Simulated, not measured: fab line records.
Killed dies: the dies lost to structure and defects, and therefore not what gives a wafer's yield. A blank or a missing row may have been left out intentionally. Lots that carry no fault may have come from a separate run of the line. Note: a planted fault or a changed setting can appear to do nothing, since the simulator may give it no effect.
fab line records	flow gf180mcu	part 1 of 2: steps 1 to 43 of 44
[record] lots = 6	wafers = 18	lastDay = 33
route steps=602 shown V5@557 TOP_METAL@567 PASSIVATION@587
lots that met no fault: from a run of the same line without faults
startH: the number of hours between the record's first day and the start of the first shown wafer of the lot	waitH: time in hours since the lot's previous step	" unchanged from the row above	L1.1+2: several wafers, shown together as one row	- no value, or no start was given	* or withheld: withheld	< > ~ a bound
route shown NAME@n: names a module that has steps shown in the file, with the first one's number in the route	usual: average and standard deviation across the fault-free wafers	same: alike in all rows	chamber/n: place in a boat	sites: each site's reading	_std_site: standard deviation across them	_edge_site: inner sites' mean taken away from outer sites' mean	radiusMm: how far each site lies from the wafer's centre	mask NAME#n: copy n	behind: the most recent tool/chamber to have shaped the wafer	hold: the reason the lot was held/the length of the hold in hours/how it ended	device: transistor that didn't switch, given as n, p or np	end of line: at the end of the route, the tests of the same wafers	a step with no rows: only its recipe	killed: the dies lost at the first sort to structure and to defects; this is not the yield of the wafer	map: per-die view of a wafer (x killed, . not killed, _ where there is no die)
set.NAME: setting as actually run; set.NAME@STEP: the setting as run at that earlier step	model.NAME: the simulator's own value behind a step, which no gauge read
a table for each step, a row for each wafer; lots at some steps of the route
services: the hour from which a tool's chamber was out of use, counted from the record's first day as startH (under 0 if before that day), plus the number of hours and why
[[steps]]
[step GF_V5_ETCH_17]
[recipe] chemistry = C4F8/O2/Ar	maskMaterial = KrF	target = SiO2	stopOn = TiN	sourceW = 1500	biasW = 1200	pressureMtorr = 40	c4f8FlowSccm = withheld	O2_flow_sccm = 6	Ar_flow_sccm = 300	timeS = withheld	targetDepthA = 8550
[step GF_V5_STRIP_18]
[recipe] chemistry = O2/N2	powerW = 1400	pressureMtorr = 1500	platenTempC = 250	o2FlowSccm = 3000	n2FlowSccm = 300	overashFraction = 0.5
[usual] drypumpMotorCurrentA = 5.8/0.31	heaterPowerW = 341/43	o2FlowSccm = 2998/8.4	oesProductAu = 0.568/0.005	platenTempC = 250.01/0.19
[same] overashFraction = 0.5
lot.wafer	tool	chamber	startH	waitH	drypumpMotorCurrentA	heaterPowerW	o2FlowSccm	oesProductAu	platenTempC	rfHoursCounterH
L275.1	plasmaAsher-02	0	650.92	-	5.5	322	2998	0.574	250.49	91
L275.4	"	0	"	"	5.5	325	2990	0.574	250.12	-
L275.5	"	0	"	"	5.5	328	3008	0.573	249.98	-
L278.2	plasmaAsher-01	1	666.82	-	5.9	363	2999	0.571	250.23	102
L278.4	"	1	"	"	5.9	356	2994	0.565	250.41	-
L278.5	"	1	"	"	5.9	353	3014	0.566	250.09	-
L287.2	plasmaAsher-01	1	727.56	-	5.9	351	2992	0.575	250.10	109
L287.4	"	1	"	"	5.9	350	2991	0.578	250.19	-
L287.6	"	1	"	"	5.9	356	2986	0.574	250.22	-
L288.1	plasmaAsher-01	1	733.31	-	5.9	355	2987	0.567	249.71	109
L288.2	"	0	"	"	6.3	409	2994	0.561	250.09	109
L288.5	"	1	"	"	5.9	351	2979	0.568	250.20	-
L290.1	plasmaAsher-02	1	747.41	-	5.6	284	3007	0.568	250.03	102
L290.3	"	0	"	"	5.5	328	2990	0.563	249.87	-
L290.4	"	1	"	"	5.6	294	2995	0.578	249.98	-
L293.1	plasmaAsher-01	0	759.81	-	6.3	413	2989	0.569	249.69	2
L293.3	"	0	"	"	6.4	415	2983	0.568	250.03	-
L293.4	"	1	"	"	5.9	350	3001	0.573	249.90	-
[step GF_V5_STRIP_19]
[recipe] chemistry = postEtchResidueRemover	timeS = 1200	tempC = 72.5
[step GF_V5_CLEAN_20]
[recipe] chemistry = DIW	dry = n2Spin
[step GF_V5_SPUTTER_21]
[recipe] material = Ti	targetThkNm = 15	chamberPressurePa = 5	powerW = 2500	substrateTempC = 200	timeS = 80.02
[step GF_V5_SPUTTER_22]
[recipe] material = TiN	targetThkNm = 10	chamberPressurePa = 5	powerW = 4000	timeS = 40
[step GF_V5_CVD_23]
[recipe] material = W	targetThkNm = 350	timeS = 104.9	tempC = 400	pressureTorr = 40
[usual] heaterPowerW = 881/44
lot.wafer	tool	chamber	startH	waitH	heaterPowerW
L275.1	cvdW-02	1	651.55	0.0	858
L275.4	"	1	"	"	872
L275.5	"	0	"	"	918
L278.2	cvdW-02	0	667.45	0.0	890
L278.4	"	0	"	"	906
L278.5	"	1	"	"	880
L287.2	cvdW-01	0	728.25	0.0	838
L287.4	"	1	"	"	943
L287.6	"	1	"	"	948
L288.1	cvdW-01	0	733.97	0.0	835
L288.2	"	1	"	"	922
L288.5	"	1	"	"	916
L290.1	cvdW-01	1	748.07	0.0	931
L290.3	"	1	"	"	930
L290.4	"	0	"	"	825
L293.1	cvdW-02	1	760.45	0.0	890
L293.3	"	1	"	"	876
L293.4	"	0	"	"	905
[step GF_V5_RS_MEAS_24]
[recipe] thkMeasGauge = four-point-probe	reads = W_of_V5_CVD_23+TiN_of_V5_SPUTTER_22+Ti_of_V5_SPUTTER_21
[usual] V5_W_RS = 0.328/0.0066
lot.wafer	tool	chamber	startH	waitH	V5_W_RS[ohm/sq]
L275.1	filmMetro-01	-	651.67	0.1	0.328
L275.4	"	-	"	"	0.332
L275.5	"	-	"	"	0.315
L278.2	filmMetro-02	-	667.58	0.1	0.317
L278.4	"	-	"	"	0.317
L278.5	"	-	"	"	0.334
L287.2	filmMetro-02	-	728.39	0.1	0.327
L287.4	"	-	"	"	0.327
L287.6	"	-	"	"	0.323
L288.1	filmMetro-01	-	734.09	0.1	0.327
L288.2	"	-	"	"	0.332
L288.5	"	-	"	"	0.330
L290.1	filmMetro-02	-	748.18	0.1	0.336
L290.3	"	-	"	"	0.333
L290.4	"	-	"	"	0.333
L293.1	filmMetro-01	-	760.56	0.1	0.329
L293.3	"	-	"	"	0.333
L293.4	"	-	"	"	0.316
[step GF_V5_THK_MEAS_25]
[recipe] thkMeasGauge = xrf	reads = W_of_V5_CVD_23
[usual] V5_W_THK = 346/7.3
lot.wafer	tool	chamber	startH	waitH	V5_W_THK[nm]
L275.1	filmMetro-01	-	651.79	0.1	344
L275.4	"	-	"	"	341
L275.5	"	-	"	"	356
L278.2	filmMetro-02	-	667.69	0.1	361
L278.4	"	-	"	"	361
L278.5	"	-	"	"	344
L287.2	filmMetro-02	-	728.50	0.1	344
L287.4	"	-	"	"	348
L287.6	"	-	"	"	351
L288.1	filmMetro-01	-	734.21	0.1	344
L288.2	"	-	"	"	340
L288.5	"	-	"	"	342
L290.1	filmMetro-02	-	748.30	0.1	342
L290.3	"	-	"	"	342
L290.4	"	-	"	"	343
L293.1	filmMetro-01	-	760.68	0.1	338
L293.3	"	-	"	"	335
L293.4	"	-	"	"	352
[step GF_V5_CMP_26]
[recipe] stopOn = SiO2	downForcePsi = 3.5	platenRpm = 60	tOverpolishS = 15	targetThkNm = 0	padVelocityMS = 0.94248
[usual] motorCurrentA = 11.1/0.98	overpolishRunS = 14.999/0.009	timeToEndpointS = 83/4.2
lot.wafer	tool	chamber	startH	waitH	motorCurrentA	overpolishRunS	timeToEndpointS
L275.4	cmp-02	0	651.85	0.0	10.5	15.017	84
L275.1	"	3	"	"	10.4	15.006	83
L275.5	"	1	"	"	11.9	14.995	86
L278.4	cmp-01	1	667.75	0.0	10.3	15.007	91
L278.2	"	2	"	"	12.3	14.996	86
L278.5	"	1	"	"	11.3	14.994	84
L287.2	cmp-02	0	728.55	0.0	10.3	15.002	82
L287.4	"	1	"	"	12.1	14.993	85
L287.6	"	1	"	"	11.4	15.011	82
L288.1	cmp-01	2	734.32	0.1	13.1	14.996	90
L288.2	"	0	"	"	11.8	15.003	82
L288.5	"	2	"	"	13.6	15.003	89
L290.1	cmp-02	3	748.41	0.1	10.1	15.016	85
L290.4	"	0	"	"	11.0	15.002	82
L290.3	"	1	"	"	11.7	14.993	82
L293.3	cmp-02	3	760.79	0.1	10.6	15.005	81
L293.1	"	0	"	"	10.5	14.998	80
L293.4	"	1	"	"	12.9	14.996	85
[step GF_TOP_METAL_SPUTTER_00]
[recipe] material = Ti	targetThkNm = 37.5	arrivingIonEnergyEv = 80	substrateTempC = 200	chamberPressurePa = 2	powerW = 4000	timeS = 150
[usual] chamberPressurePa = 2.000/0.0034	throttleValvePct = 29.9/1
lot.wafer	tool	chamber	startH	waitH	chamberPressurePa	throttleValvePct
L275.1	pvdSputter-02	-	652.15	0.1	2.000	31.1
L275.4	"	-	"	"	2.005	30.9
L275.5	"	-	"	"	2.004	31.0
L278.2	pvdSputter-04	-	668.05	0.2	2.001	30.0
L278.4	"	-	"	"	2.000	30.7
L278.5	"	-	"	"	1.997	30.6
L287.2	pvdSputter-04	-	728.85	0.2	2.000	30.0
L287.4	"	-	"	"	2.000	28.5
L287.6	"	-	"	"	1.999	28.4
L288.1	pvdSputter-04	-	734.57	0.2	2.002	28.7
L288.2	"	-	"	"	2.000	29.6
L288.5	"	-	"	"	1.999	29.9
L290.1	pvdSputter-01	-	748.66	0.2	1.997	30.7
L290.3	"	-	"	"	2.002	30.5
L290.4	"	-	"	"	1.997	29.8
L293.1	pvdSputter-02	-	761.04	0.1	2.004	30.8
L293.3	"	-	"	"	1.995	29.3
L293.4	"	-	"	"	2.003	28.5
[step GF_TOP_METAL_SPUTTER_01]
[recipe] material = TiN	targetThkNm = 30	powerW = 6500	timeS = 25	chamberPressurePa = 0.4
[step GF_TOP_METAL_SPUTTER_02]
[recipe] material = AlCu	targetThkNm = 900	powerW = 10600	chamberPressurePa = 0.3	substrateTempC = 250	gas = Ar	timeS = 47.82
[usual] chamberPressurePa = 0.3000/0.00064	throttleValvePct = 29.9/0.98
lot.wafer	tool	chamber	startH	waitH	chamberPressurePa	throttleValvePct	model.AlCu_of_TOP_METAL_SPUTTER_02.thkNm
L275.1	pvdSputter-02	-	652.28	0.0	0.3002	30.8	916.5
L275.4	"	-	"	"	0.2997	30.8	901.6
L275.5	"	-	"	"	0.3004	30.8	899.6
L278.2	pvdSputter-04	-	668.18	0.0	0.3004	29.4	884.9
L278.4	"	-	"	"	0.3008	31.0	884.6
L278.5	"	-	"	"	0.3000	30.7	887.7
L287.2	pvdSputter-04	-	728.98	0.0	0.3003	30.0	1631
L287.4	"	-	"	"	0.2998	28.4	1625
L287.6	"	-	"	"	0.3001	28.4	1622
L288.1	pvdSputter-04	-	734.70	0.0	0.2992	28.5	1630
L288.2	"	-	"	"	0.2993	29.4	1636
L288.5	"	-	"	"	0.3001	30.3	1634
L290.1	pvdSputter-01	-	748.79	0.0	0.2999	30.6	891.5
L290.3	"	-	"	"	0.3000	30.5	896
L290.4	"	-	"	"	0.3002	29.7	894.5
L293.1	pvdSputter-02	-	761.17	0.0	0.3002	30.8	905.4
L293.3	"	-	"	"	0.3004	29.3	913.1
L293.4	"	-	"	"	0.3005	28.4	897.6
[step GF_TOP_METAL_SPUTTER_03]
[recipe] material = Ti	targetThkNm = 5	substrateTempC = 300	chamberPressurePa = 0.3	powerW = 3000	timeS = 3.3
[step GF_TOP_METAL_SPUTTER_04]
[recipe] material = TiN	targetThkNm = 25	powerW = 6500	timeS = 20.8	chamberPressurePa = 0.4
[usual] chamberPressurePa = 0.4000/0.00074	throttleValvePct = 29.9/0.99
lot.wafer	tool	chamber	startH	waitH	chamberPressurePa	throttleValvePct
L275.1	pvdSputter-02	-	652.34	0.0	0.3993	30.7
L275.4	"	-	"	"	0.3997	31.0
L275.5	"	-	"	"	0.3999	30.9
L278.2	pvdSputter-04	-	668.24	0.0	0.3985	29.6
L278.4	"	-	"	"	0.3992	30.6
L278.5	"	-	"	"	0.4004	30.6
L287.2	pvdSputter-04	-	729.04	0.0	0.4003	30.0
L287.4	"	-	"	"	0.4015	28.5
L287.6	"	-	"	"	0.4005	28.6
L288.1	pvdSputter-04	-	734.76	0.0	0.3996	28.6
L288.2	"	-	"	"	0.3994	29.7
L288.5	"	-	"	"	0.4007	30.1
L290.1	pvdSputter-01	-	748.85	0.0	0.4002	31.2
L290.3	"	-	"	"	0.4002	30.7
L290.4	"	-	"	"	0.4000	30.1
L293.1	pvdSputter-02	-	761.23	0.0	0.4013	30.8
L293.3	"	-	"	"	0.4002	29.5
L293.4	"	-	"	"	0.4003	28.3
[step GF_TOP_METAL_RS_MEAS_05]
[recipe] thkMeasGauge = four-point-probe	reads = TiN_of_TOP_METAL_SPUTTER_04+Ti_of_TOP_METAL_SPUTTER_03+AlCu_of_TOP_METAL_SPUTTER_02+TiN_of_TOP_METAL_SPUTTER_01+Ti_of_TOP_METAL_SPUTTER_00
[usual] TOP_METAL_ALCU_RS = 0.0329/0.0004
lot.wafer	tool	chamber	startH	waitH	TOP_METAL_ALCU_RS[ohm/sq]
L275.1	filmMetro-01	-	652.37	0.0	0.0322
L275.4	"	-	"	"	0.0327
L275.5	"	-	"	"	0.0328
L278.2	filmMetro-01	-	668.29	0.0	0.0333
L278.4	"	-	"	"	0.0334
L278.5	"	-	"	"	0.0332
L287.2	filmMetro-01	-	729.09	0.0	0.0180
L287.4	"	-	"	"	0.0181
L287.6	"	-	"	"	0.0181
L288.1	filmMetro-01	-	734.79	0.0	0.0180
L288.2	"	-	"	"	0.0179
L288.5	"	-	"	"	0.0179
L290.1	filmMetro-02	-	748.88	0.0	0.0330
L290.3	"	-	"	"	0.0329
L290.4	"	-	"	"	0.0330
L293.1	filmMetro-01	-	761.26	0.0	0.0325
L293.3	"	-	"	"	0.0323
L293.4	"	-	"	"	0.0330
[step GF_TOP_METAL_THK_MEAS_06]
[recipe] thkMeasGauge = xrf	reads = AlCu_of_TOP_METAL_SPUTTER_02
[usual] TOP_METAL_ALCU_THK = 883/14
lot.wafer	tool	chamber	startH	waitH	TOP_METAL_ALCU_THK[nm]
L275.1	filmMetro-01	-	652.49	0.1	901
L275.4	"	-	"	"	883
L275.5	"	-	"	"	886
L278.2	filmMetro-01	-	668.40	0.1	869
L278.4	"	-	"	"	868
L278.5	"	-	"	"	869
L287.2	filmMetro-01	-	729.20	0.1	1585
L287.4	"	-	"	"	1581
L287.6	"	-	"	"	1583
L288.1	filmMetro-01	-	734.91	0.1	1587
L288.2	"	-	"	"	1593
L288.5	"	-	"	"	1592
L290.1	filmMetro-02	-	749.00	0.1	879
L290.3	"	-	"	"	884
L290.4	"	-	"	"	885
L293.1	filmMetro-01	-	761.38	0.1	882
L293.3	"	-	"	"	890
L293.4	"	-	"	"	878
[step GF_TOP_METAL_DEHYDRATE_07]
[recipe] tempC = 200	timeS = 60
[step GF_TOP_METAL_HMDS_08]
[recipe] primeTimeS = 60	primeTempC = 120
[step GF_TOP_METAL_COAT_09]
[recipe] resist = NOVOLAK	spinRpm = 3000	resistThkNm = 1500
[step GF_TOP_METAL_SOFTBAKE_10]
[recipe] tempC = 90	timeS = 60	resist = NOVOLAK
[step GF_TOP_METAL_EXPOSE_11]
[recipe] maskId = MetalTop	targetCdNm = 440	na = 0.6	sourceShape = conventional	sigmaOuter = 0.6	doseMj = 170
[step GF_TOP_METAL_PEB_12]
[recipe] tempC = withheld	timeS = *	resist = NOVOLAK
[step GF_TOP_METAL_DEVELOP_13]
[recipe] developTimeS = 60	devTempC = 23
[step GF_TOP_METAL_CD_MEAS_14]
[recipe] targetCdNm = 440
[usual] cdNm = 439.0/1.6
lot.wafer	tool	chamber	startH	waitH	cdNm
L275.1	cdSem-02	-	671.35	0.1	436.3
L275.4	"	-	"	"	437.7
L275.5	"	-	"	"	437.7
L278.2	cdSem-01	-	687.50	0.1	441.0
L278.4	"	-	"	"	440.5
L278.5	"	-	"	"	440.5
L287.2	cdSem-02	-	745.90	0.1	440.8
L287.4	"	-	"	"	440.1
L287.6	"	-	"	"	440.4
L288.1	cdSem-02	-	751.73	0.1	438.8
L288.2	"	-	"	"	439.5
L288.5	"	-	"	"	438.7
L290.1	cdSem-02	-	765.43	0.1	439.7
L290.3	"	-	"	"	438.6
L290.4	"	-	"	"	440.2
L293.1	cdSem-02	-	777.30	0.1	442.3
L293.3	"	-	"	"	439.6
L293.4	"	-	"	"	439.0
[step GF_TOP_METAL_OVL_MEAS_15]
[usual] TOP_METAL_OVL = 0.4/1.3
lot.wafer	tool	chamber	startH	waitH	TOP_METAL_OVL[nm]
L275.1	overlay-01	-	671.47	0.1	0.0
L275.4	"	-	"	"	1.3
L275.5	"	-	"	"	1.0
L278.2	overlay-02	-	687.60	0.1	1.3
L278.4	"	-	"	"	0.8
L278.5	"	-	"	"	0.3
L287.2	overlay-02	-	746.00	0.1	0.0
L287.4	"	-	"	"	0.0
L287.6	"	-	"	"	-0.5
L288.1	overlay-02	-	751.85	0.1	-1.4
L288.2	"	-	"	"	1.0
L288.5	"	-	"	"	-1.2
L290.1	overlay-02	-	765.55	0.1	-0.4
L290.3	"	-	"	"	-0.7
L290.4	"	-	"	"	0.3
L293.1	overlay-02	-	777.42	0.1	0.6
L293.3	"	-	"	"	-0.1
L293.4	"	-	"	"	1.4
[step GF_TOP_METAL_METAL_ETCH_16]
[recipe] chemistry = Cl2/BCl3	maskMaterial = NOVOLAK	targetDepthNm = 1077.5	stopOn = SiO2	pressureMtorr = 8	icpW = 800	biasW = 140	Cl2_flow_sccm = 80	bcl3FlowSccm = 40	timeS = 179.6
[usual] drypumpMotorCurrentA = 5.71/0.27	oesProductAu = 0.962/0.007	throttleValvePct = 28.261/0.011
lot.wafer	tool	chamber	startH	waitH	drypumpMotorCurrentA	oesProductAu	rfHoursCounterH	throttleValvePct
L275.1	rieMetal-02	0	671.50	0.0	5.72	0.969	11	28.252
L275.4	"	0	"	"	5.76	0.962	-	28.247
L275.5	"	0	"	"	5.74	0.957	-	28.266
L278.2	rieMetal-02	0	687.69	0.1	5.74	0.955	-	28.268
L278.4	"	0	"	"	5.74	0.962	-	28.280
L278.5	"	0	"	"	5.73	0.963	-	28.256
L287.2	rieMetal-02	1	746.03	0.0	6.02	1.008	1	28.214
L287.4	"	0	"	"	5.70	0.992	-	28.210
L287.6	"	1	"	"	6.01	0.997	-	28.227
L288.1	rieMetal-04	1	751.88	0.0	5.57	1.002	6	28.223
L288.2	"	0	"	"	5.57	0.999	0	28.221
L288.5	"	0	"	"	5.60	1.000	-	28.220
L290.1	rieMetal-04	0	765.58	0.0	5.59	0.957	1	28.251
L290.3	"	1	"	"	5.57	0.972	-	28.248
L290.4	"	0	"	"	5.57	0.959	-	28.264
L293.1	rieMetal-03	0	777.45	0.0	6.28	0.972	15	28.262
L293.3	"	1	"	"	4.95	0.979	-	28.243
L293.4	"	0	"	"	6.27	0.954	-	28.265
[step GF_TOP_METAL_STRIP_17]
[recipe] chemistry = O2/N2	powerW = 1400	pressureMtorr = 1500	platenTempC = 250	o2FlowSccm = 3000	n2FlowSccm = 300	overashFraction = 0.5
[step GF_TOP_METAL_STRIP_18]
[recipe] chemistry = postEtchResidueRemover	timeS = 1200	tempC = 72.5
[step GF_TOP_METAL_CLEAN_19]
[recipe] chemistry = DIW	dry = n2Spin
[step GF_PASSIVATION_CVD_00]
[recipe] material = SiO2	targetThkNm = 1000	precursor = TEOS	tempC = 400	timeS = 114.3	rfW = 600
[step GF_PASSIVATION_THK_MEAS_01]
[recipe] reads = SiO2_of_PASSIVATION_CVD_00
[usual] PASSIVATION_CVD_00_THK = 1022/16
lot.wafer	tool	chamber	startH	waitH	PASSIVATION_CVD_00_THK[nm]
L275.1	filmMetro-03	-	672.47	0.0	1013
L275.4	"	-	"	"	1012
L275.5	"	-	"	"	1011
L278.2	filmMetro-04	-	688.63	0.0	1020
L278.4	"	-	"	"	1026
L278.5	"	-	"	"	1031
L287.2	filmMetro-04	-	746.83	0.0	1008
L287.4	"	-	"	"	1012
L287.6	"	-	"	"	999
L288.1	filmMetro-03	-	752.67	0.0	995
L288.2	"	-	"	"	996
L288.5	"	-	"	"	1003
L290.1	filmMetro-02	-	766.40	0.0	1011
L290.3	"	-	"	"	1017
L290.4	"	-	"	"	1048
L293.1	filmMetro-03	-	778.24	0.0	1011
L293.3	"	-	"	"	1026
L293.4	"	-	"	"	1015
[step GF_PASSIVATION_CVD_02]
[recipe] material = Si3N4	targetThkNm = 700	timeS = 486.18	tempC = 400	rfW = 450
[step GF_PASSIVATION_THK_MEAS_03]
[recipe] reads = Si3N4_of_PASSIVATION_CVD_02
[usual] PASSIVATION_CVD_02_THK = 700/8.6
lot.wafer	tool	chamber	startH	waitH	PASSIVATION_CVD_02_THK[nm]
L275.1	filmMetro-03	-	672.96	0.3	688
L275.4	"	-	"	"	703
L275.5	"	-	"	"	708
L278.2	filmMetro-02	-	688.98	0.2	692
L278.4	"	-	"	"	700
L278.5	"	-	"	"	722
L287.2	filmMetro-04	-	747.17	0.2	690
L287.4	"	-	"	"	705
L287.6	"	-	"	"	700
L288.1	filmMetro-04	-	753.01	0.1	695
L288.2	"	-	"	"	692
L288.5	"	-	"	"	703
L290.1	filmMetro-02	-	766.75	0.1	693
L290.3	"	-	"	"	690
L290.4	"	-	"	"	702
L293.1	filmMetro-02	-	778.59	0.1	695
L293.3	"	-	"	"	702
L293.4	"	-	"	"	716
[step GF_PASSIVATION_DEHYDRATE_04]
[recipe] tempC = 200	timeS = 60
[step GF_PASSIVATION_HMDS_05]
[recipe] primeTimeS = 60	primeTempC = 120
[step GF_PASSIVATION_COAT_06]
[recipe] spinRpm = 2000	resistThkNm = 4000
[step GF_PASSIVATION_SOFTBAKE_07]
[recipe] tempC = 110	timeS = withheld
[step GF_PASSIVATION_EXPOSE_08]
[recipe] maskId = Pad	targetCdNm = 40000	na = 0.57	doseMj = 317.4
[step GF_PASSIVATION_PEB_09]
[recipe] tempC = 115	timeS = withheld
[step GF_PASSIVATION_DEVELOP_10]
[recipe] developTimeS = 60	devTempC = 23
[step GF_PASSIVATION_ETCH_11]
[recipe] chemistry = CF4/O2	targetDepthNm = 1800	stopOn = TiN	sourceW = 800	biasW = 150	pressureMtorr = 150	cf4FlowSccm = 80	O2_flow_sccm = 10	timeS = 400
[step GF_PASSIVATION_BOW_MEAS_14]
[recipe] mode = bow
[usual] PASSIVATION_BOW = 139/11
lot.wafer	tool	chamber	startH	waitH	PASSIVATION_BOW[um]
L275.1	filmMetro-04	-	693.51	0.0	126
L275.4	"	-	"	"	141
L275.5	"	-	"	"	138
L278.2	filmMetro-04	-	708.55	0.0	142
L278.4	"	-	"	"	144
L278.5	"	-	"	"	126
L287.2	filmMetro-03	-	765.26	0.0	109
L287.4	"	-	"	"	111
L287.6	"	-	"	"	103
L288.1	filmMetro-02	-	771.11	0.0	85
L288.2	"	-	"	"	102
L288.5	"	-	"	"	92
L290.1	filmMetro-02	-	784.28	0.0	129
L290.3	"	-	"	"	142
L290.4	"	-	"	"	151
L293.1	filmMetro-02	-	795.46	0.0	128
L293.3	"	-	"	"	127
L293.4	"	-	"	"	141
[[key]]
[firstSign] step = GF_TOP_METAL_RS_MEAS_05	reading = TOP_METAL_ALCU_RS	direction = down	sigmas = 37	usual = 0.0329	struck = 0.0180
[effect] step = GF_TOP_METAL_THK_MEAS_06	reading = TOP_METAL_ALCU_THK	direction = up	sigmas = 51	usual = 883	struck = 1587
[effect] step = GF_TOP_METAL_METAL_ETCH_16	reading = oesProductAu	direction = up	sigmas = 5.3	usual = 0.962	struck = 1.000
[effect] step = GF_PASSIVATION_BOW_MEAS_14	reading = PASSIVATION_BOW	direction = down	sigmas = 3.6	usual = 139	struck = 100
[modelEffect] step = GF_TOP_METAL_SPUTTER_02	value = AlCu_of_TOP_METAL_SPUTTER_02.thkNm	without = 879.9	struck = 1630
[modelEffect] step = GF_PASSIVATION_PROBE_99	value = etest.tester.sortNPass	without = 441.2	struck = 0
metAt GF_TOP_METAL_SPUTTER_02
struckWafers L287.2,L287.4,L287.6,L288.1,L288.2,L288.5
onsetBetween 668.18 728.98
alsoFits GF_TOP_METAL_SPUTTER_00:pvdSputter-04,GF_TOP_METAL_SPUTTER_04:pvdSputter-04
[fault] kind = processParameterDrift	tool = pvdSputter-04	chamber = -	onsetH = 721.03	steps = GF_TOP_METAL_SPUTTER_02	channel = targetThkNm	offset = 749.8	shape = step	endH = 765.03	actsIn = theseRecipesOnly	stated = 900
